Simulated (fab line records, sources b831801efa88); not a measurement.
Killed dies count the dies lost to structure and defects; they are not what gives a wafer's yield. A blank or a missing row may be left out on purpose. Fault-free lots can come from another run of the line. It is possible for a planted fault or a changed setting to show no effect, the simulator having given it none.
Which tool is to blame? / flow sky130 / 33 wafers from 11 lots sampled at 5 of the route's 708 steps

== WHAT EACH GAUGE READ, for each wafer ==
SKY_NWELL_OVL_MEAS_10. Usual: NWELL_00_OVL gives -0.1 nm (standard deviation 1.4).
lot=L625; measured=day 4 15:17; on=overlay-01; NWELL_00_OVL (nm)=0.4 -1.6 -1.1; flag=
lot=L627; measured=day 5 03:44; on=overlay-01; NWELL_00_OVL (nm)=-1.6 0.6 -2.6; flag=
lot=L628; measured=day 5 11:20; on=overlay-01; NWELL_00_OVL (nm)=-0.5 1.8 0.5; flag=
lot=L630; measured=day 5 18:37; on=overlay-01; NWELL_00_OVL (nm)=1.5 1.8 2.0; flag=
lot=L632; measured=day 6 05:47; on=overlay-01; NWELL_00_OVL (nm)=-0.9 -0.4 -2.3; flag=
lot=L634; measured=day 7 00:05; on=overlay-01; NWELL_00_OVL (nm)=-0.6 -0.6 0.1; flag=
lot=L635; measured=day 7 03:17; on=overlay-01; NWELL_00_OVL (nm)=0.9 1.4 2.5; flag=
lot=L638; measured=day 7 17:41; on=overlay-02; NWELL_00_OVL (nm)=1.2 -0.3 -3.2; flag=
lot=L639; measured=day 7 22:26; on=overlay-01; NWELL_00_OVL (nm)=0.3 0.1 -0.6; flag=
lot=L647; measured=day 9 22:17; on=overlay-02; NWELL_00_OVL (nm)=-3.7 -1.0 -4.6; flag=
lot=L648; measured=day 10 02:02; on=overlay-02; NWELL_00_OVL (nm)=1.1 0.6 2.0; flag=

SKY_SPACER_THK_MEAS_01. Usual: SPACER_CVD_00_THK gives 43.0 nm (standard deviation 0.43).
lot=L625; measured=day 23 04:29; on=film_metro-01; SPACER_CVD_00_THK (nm)=42.9 42.8 43.1; flag=
lot=L627; measured=day 24 01:57; on=film_metro-01; SPACER_CVD_00_THK (nm)=43.9 43.9 43.4; flag=
lot=L628; measured=day 24 17:23; on=film_metro-01; SPACER_CVD_00_THK (nm)=43.4 43.6 43.6; flag=
lot=L630; measured=day 24 22:23; on=film_metro-02; SPACER_CVD_00_THK (nm)=42.4 42.7 42.7; flag=
lot=L632; measured=day 25 22:06; on=film_metro-02; SPACER_CVD_00_THK (nm)=42.9 43.0 42.8; flag=
lot=L634; measured=day 27 00:01; on=film_metro-02; SPACER_CVD_00_THK (nm)=42.7 42.7 42.4; flag=
lot=L635; measured=day 27 07:00; on=film_metro-02; SPACER_CVD_00_THK (nm)=42.7 42.2 42.8; flag=
lot=L638; measured=day 27 23:02; on=film_metro-01; SPACER_CVD_00_THK (nm)=43.4 43.7 43.7; flag=
lot=L639; measured=day 28 17:54; on=film_metro-04; SPACER_CVD_00_THK (nm)=42.7 42.7 42.5; flag=
lot=L647; measured=day 30 18:52; on=film_metro-01; SPACER_CVD_00_THK (nm)=50.8 50.9 50.9; flag=OFF
lot=L648; measured=day 30 20:05; on=film_metro-04; SPACER_CVD_00_THK (nm)=51.0 50.8 50.6; flag=OFF

SKY_LI_CONTACT_THK_MEAS_01. Usual: LI_CONTACT_HDPCVD_THK gives 929 nm (standard deviation 12).
lot=L625; measured=day 28 04:31; on=film_metro-01; LI_CONTACT_HDPCVD_THK (nm)=913 921 918; flag=
lot=L627; measured=day 29 02:34; on=film_metro-04; LI_CONTACT_HDPCVD_THK (nm)=924 925 917; flag=
lot=L628; measured=day 29 17:55; on=film_metro-04; LI_CONTACT_HDPCVD_THK (nm)=931 913 927; flag=
lot=L630; measured=day 29 20:46; on=film_metro-04; LI_CONTACT_HDPCVD_THK (nm)=921 925 921; flag=
lot=L632; measured=day 30 19:53; on=film_metro-04; LI_CONTACT_HDPCVD_THK (nm)=933 911 947; flag=
lot=L634; measured=day 31 19:52; on=film_metro-04; LI_CONTACT_HDPCVD_THK (nm)=924 931 929; flag=
lot=L635; measured=day 32 03:39; on=film_metro-03; LI_CONTACT_HDPCVD_THK (nm)=933 931 943; flag=
lot=L638; measured=day 32 18:52; on=film_metro-03; LI_CONTACT_HDPCVD_THK (nm)=914 957 932; flag=
lot=L639; measured=day 33 11:29; on=film_metro-01; LI_CONTACT_HDPCVD_THK (nm)=927 912 922; flag=
lot=L647; measured=day 35 11:37; on=film_metro-03; LI_CONTACT_HDPCVD_THK (nm)=926 938 945; flag=
lot=L648; measured=day 35 12:58; on=film_metro-04; LI_CONTACT_HDPCVD_THK (nm)=921 948 923; flag=

== WHAT TOOL EACH LOT RAN ON (gives the tool, then ch and the chambers of the sampled wafers, and finally the start) ==
lot=L625; SKY_SPACER_CVD_00=lpcvd-02 ch 1, day 23 03:16; SKY_SPACER_ETCHBACK_02=rie_diel-02 ch 0,1, day 23 04:32
lot=L627; SKY_SPACER_CVD_00=lpcvd-02 ch 1, day 24 00:08; SKY_SPACER_ETCHBACK_02=rie_diel-01 ch 0,3, day 24 02:00
lot=L628; SKY_SPACER_CVD_00=lpcvd-02 ch 0, day 24 16:10; SKY_SPACER_ETCHBACK_02=rie_diel-02 ch 0,1,3, day 24 17:26
lot=L630; SKY_SPACER_CVD_00=lpcvd-02 ch 1, day 24 21:10; SKY_SPACER_ETCHBACK_02=rie_diel-02 ch 0,1,3, day 24 22:26
lot=L632; SKY_SPACER_CVD_00=lpcvd-02 ch 1, day 25 20:52; SKY_SPACER_ETCHBACK_02=rie_diel-03 ch 0,3, day 25 22:08
lot=L634; SKY_SPACER_CVD_00=lpcvd-02 ch 1, day 26 22:48; SKY_SPACER_ETCHBACK_02=rie_diel-02 ch 1,2,3, day 27 00:04
lot=L635; SKY_SPACER_CVD_00=lpcvd-02 ch 1, day 27 05:48; SKY_SPACER_ETCHBACK_02=rie_diel-01 ch 1,2, day 27 07:04
lot=L638; SKY_SPACER_CVD_00=lpcvd-02 ch 1, day 27 21:50; SKY_SPACER_ETCHBACK_02=rie_diel-02 ch 0,1,3, day 27 23:06
lot=L639; SKY_SPACER_CVD_00=lpcvd-02 ch 0, day 28 16:05; SKY_SPACER_ETCHBACK_02=rie_diel-03 ch 0,1,3, day 28 17:57
lot=L647; SKY_SPACER_CVD_00=lpcvd-02 ch 1, day 30 17:40; SKY_SPACER_ETCHBACK_02=rie_diel-02 ch 0,2,3, day 30 18:55
lot=L648; SKY_SPACER_CVD_00=lpcvd-02 ch 1, day 30 18:52; SKY_SPACER_ETCHBACK_02=rie_diel-01 ch 0,1,3, day 30 20:08
- SKY_SPACER_CVD_00: deposits Si3N4 from DCS/NH3, target thk 43.1 nm, time 740 s.
- SKY_SPACER_ETCHBACK_02: etches Si3N4 in CH3F/O2, stops on SiO2, time 46.7 s, target depth 45 nm.

== WHAT THE TOOLS THEMSELVES READ (means of the sampled wafers that have a number; where no wafer has one, the mark that the record gives instead) ==
SKY_SPACER_CVD_00. Usual: spike_tc_bottom_C 792.7 C, standard deviation 1.2; spike_tc_centre_C 770.1 C, standard deviation 1; spike_tc_lower_C 771.2 C, standard deviation 1; spike_tc_top_C 784.6 C, standard deviation 1.9; spike_tc_upper_C 768.7 C, standard deviation 1.4; susceptor_temp_C 770.0 C, standard deviation 0.32.
lot=L625; tool=lpcvd-02; spike_tc_bottom_C (C)=792.5; spike_tc_centre_C (C)=769.8; spike_tc_lower_C (C)=770.5; spike_tc_top_C (C)=785.2; spike_tc_upper_C (C)=767.5; susceptor_temp_C (C)=769.9; flag=
lot=L627; tool=lpcvd-02; spike_tc_bottom_C (C)=791.9; spike_tc_centre_C (C)=769.7; spike_tc_lower_C (C)=771.0; spike_tc_top_C (C)=786.7; spike_tc_upper_C (C)=768.7; susceptor_temp_C (C)=769.8; flag=
lot=L628; tool=lpcvd-02; spike_tc_bottom_C (C)=794.7; spike_tc_centre_C (C)=771.0; spike_tc_lower_C (C)=770.5; spike_tc_top_C (C)=780.7; spike_tc_upper_C (C)=770.4; susceptor_temp_C (C)=769.9; flag=
lot=L630; tool=lpcvd-02; spike_tc_bottom_C (C)=791.7; spike_tc_centre_C (C)=770.3; spike_tc_lower_C (C)=771.6; spike_tc_top_C (C)=784.8; spike_tc_upper_C (C)=768.7; susceptor_temp_C (C)=770.1; flag=
lot=L632; tool=lpcvd-02; spike_tc_bottom_C (C)=792.3; spike_tc_centre_C (C)=770.4; spike_tc_lower_C (C)=771.0; spike_tc_top_C (C)=785.8; spike_tc_upper_C (C)=769.2; susceptor_temp_C (C)=770.1; flag=
lot=L634; tool=lpcvd-02; spike_tc_bottom_C (C)=792.7; spike_tc_centre_C (C)=769.9; spike_tc_lower_C (C)=770.5; spike_tc_top_C (C)=785.3; spike_tc_upper_C (C)=768.1; susceptor_temp_C (C)=770.3; flag=
lot=L635; tool=lpcvd-02; spike_tc_bottom_C (C)=793.4; spike_tc_centre_C (C)=770.5; spike_tc_lower_C (C)=771.7; spike_tc_top_C (C)=786.2; spike_tc_upper_C (C)=768.1; susceptor_temp_C (C)=770.1; flag=
lot=L638; tool=lpcvd-02; spike_tc_bottom_C (C)=792.4; spike_tc_centre_C (C)=770.2; spike_tc_lower_C (C)=770.7; spike_tc_top_C (C)=784.9; spike_tc_upper_C (C)=768.6; susceptor_temp_C (C)=770.3; flag=
lot=L639; tool=lpcvd-02; spike_tc_bottom_C (C)=795.1; spike_tc_centre_C (C)=771.4; spike_tc_lower_C (C)=771.3; spike_tc_top_C (C)=781.0; spike_tc_upper_C (C)=770.7; susceptor_temp_C (C)=769.5; flag=
lot=L647; tool=lpcvd-02; spike_tc_bottom_C (C)=801.7; spike_tc_centre_C (C)=779.6; spike_tc_lower_C (C)=779.5; spike_tc_top_C (C)=794.1; spike_tc_upper_C (C)=777.3; susceptor_temp_C (C)=779.4; flag=OFF
lot=L648; tool=lpcvd-02; spike_tc_bottom_C (C)=802.4; spike_tc_centre_C (C)=779.1; spike_tc_lower_C (C)=781.3; spike_tc_top_C (C)=794.5; spike_tc_upper_C (C)=777.5; susceptor_temp_C (C)=779.5; flag=OFF

SKY_SPACER_ETCHBACK_02. Usual: drypump_motor_current_A 5.6 A, standard deviation 0.49; oes_product_au 0.854 a.u., standard deviation 0.0066; throttle_valve_pct 10.562 %, standard deviation 0.01.
lot=L625; tool=rie_diel-02; drypump_motor_current_A (A)=6.1; oes_product_au (a.u.)=0.848; throttle_valve_pct (%)=10.567; flag=
lot=L627; tool=rie_diel-01; drypump_motor_current_A (A)=5.2; oes_product_au (a.u.)=0.863; throttle_valve_pct (%)=10.560; flag=
lot=L628; tool=rie_diel-02; drypump_motor_current_A (A)=5.8; oes_product_au (a.u.)=0.856; throttle_valve_pct (%)=10.564; flag=
lot=L630; tool=rie_diel-02; drypump_motor_current_A (A)=5.9; oes_product_au (a.u.)=0.851; throttle_valve_pct (%)=10.562; flag=
lot=L632; tool=rie_diel-03; drypump_motor_current_A (A)=5.0; oes_product_au (a.u.)=0.847; throttle_valve_pct (%)=10.556; flag=
lot=L634; tool=rie_diel-02; drypump_motor_current_A (A)=5.5; oes_product_au (a.u.)=0.850; throttle_valve_pct (%)=10.559; flag=
lot=L635; tool=rie_diel-01; drypump_motor_current_A (A)=6.0; oes_product_au (a.u.)=0.852; throttle_valve_pct (%)=10.568; flag=
lot=L638; tool=rie_diel-02; drypump_motor_current_A (A)=5.9; oes_product_au (a.u.)=0.858; throttle_valve_pct (%)=10.561; flag=
lot=L639; tool=rie_diel-03; drypump_motor_current_A (A)=5.3; oes_product_au (a.u.)=0.851; throttle_valve_pct (%)=10.560; flag=
lot=L647; tool=rie_diel-02; drypump_motor_current_A (A)=5.8; oes_product_au (a.u.)=0.940; throttle_valve_pct (%)=10.577; flag=OFF
lot=L648; tool=rie_diel-01; drypump_motor_current_A (A)=5.2; oes_product_au (a.u.)=0.934; throttle_valve_pct (%)=10.573; flag=OFF

== THE ANSWER, worked out from the rows above alone ==
Rule: a lot counts as off when the mean over its wafers that have a number is more than 3 standard deviations away from the usual mean. Also off: a lot with no number at a reading for which 4 or more lots have one. Where the step has rows for the other lots, those lots are counted as sound. The gauges are gone through in route order, then the tools' own readings, and for those a lot's mean is taken as printed above. At the first step where some lot is off, the reading lying furthest off is the one used; lots without a number count as furthest.
Off: L647, L648, at SKY_SPACER_THK_MEAS_01 (SPACER_CVD_00_THK).
A tool fits if, at a process step before that reading, it ran every lot that is off, and no sound lot after the first of them. The gauges at SKY_SPACER_THK_MEAS_01 aren't tried: what is off there is off at SKY_SPACER_CVD_00 too, on other tools, and a gauge's error can't cause that. One candidate fits, namely lpcvd-02 at SKY_SPACER_CVD_00. Its last sound lot is L639 (day 28 16:05), its first lot that is off L647 (day 30 17:40): a fault that began between those two fits.
The tool's own readings at SKY_SPACER_CVD_00 bear it out: on the lots that are off they differ by more than 5 times the standard deviation of the sound lots' means. spike_tc_bottom_C reads 802.0 C there against 793.0 C on the sound lots; spike_tc_centre_C reads 779.4 C there against 770.4 C on the sound lots; spike_tc_lower_C reads 780.4 C there against 771.0 C on the sound lots; spike_tc_upper_C reads 777.4 C there against 768.9 C on the sound lots; susceptor_temp_C reads 779.5 C there against 770.0 C on the sound lots.

== WHAT WAS PUT IN BY THE SIMULATOR ==
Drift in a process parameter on lpcvd-02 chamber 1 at SKY_SPACER_CVD_00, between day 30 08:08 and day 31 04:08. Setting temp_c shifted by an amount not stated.
Lots struck among those shown: L647, L648. The rule above found the same.
